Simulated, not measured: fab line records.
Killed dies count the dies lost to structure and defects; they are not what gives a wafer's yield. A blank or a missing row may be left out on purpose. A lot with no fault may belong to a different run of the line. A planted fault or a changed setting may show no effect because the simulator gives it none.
Which tool did it? :: flow sky130 :: 18 wafers sampled from 6 lots at 1 step of a route of 708

WHAT EACH GAUGE READ, for each wafer
SKY_FIELD_ISO_THK_MEAS_23.
lot: L329
measured: day 2 13:40
on: film-metro-02
FIELD_ISO_OXIDATION_01_THK (nm): 9.98 9.79 9.90

lot: L331
measured: day 2 22:10
on: film-metro-03
FIELD_ISO_OXIDATION_01_THK (nm): 9.90 9.61 9.73

lot: L333
measured: day 3 09:26
on: film-metro-02
FIELD_ISO_OXIDATION_01_THK (nm): 10.02 10.18 10.05

lot: L339
measured: day 4 17:31
on: film-metro-01
FIELD_ISO_OXIDATION_01_THK (nm): 10.04 9.76 10.10

lot: L341
measured: day 5 02:28
on: film-metro-01
FIELD_ISO_OXIDATION_01_THK (nm): 10.03 9.81 9.81

lot: L350
measured: day 7 02:48
on: film-metro-03
FIELD_ISO_OXIDATION_01_THK (nm): 9.87 9.98 10.10

EACH LOT AND THE TOOL THAT RAN IT (in order: tool; ch and the chambers of the sampled wafers; start)
The record holds no process step before these readings.

THE ANSWER, worked out from the rows above alone
Rule: what is usual is taken from the lots themselves. Put in order of their means at a reading, lots are off if they are a third of the lots or fewer, leave a main group of 4 or more, and stand apart from it by a gap of 3 or more times the standard deviation of the main group's means; of several such gaps the widest counts. If all means in a main group match to the digits the tables above print for the reading, that group is not used. A lot without any number at a reading at which 4 lots or more have one is off too. Any other lot the step has rows for is counted as sound.
Nothing can be told from this: no lot is off at any reading shown.

WHAT THE SIMULATOR PUT IN
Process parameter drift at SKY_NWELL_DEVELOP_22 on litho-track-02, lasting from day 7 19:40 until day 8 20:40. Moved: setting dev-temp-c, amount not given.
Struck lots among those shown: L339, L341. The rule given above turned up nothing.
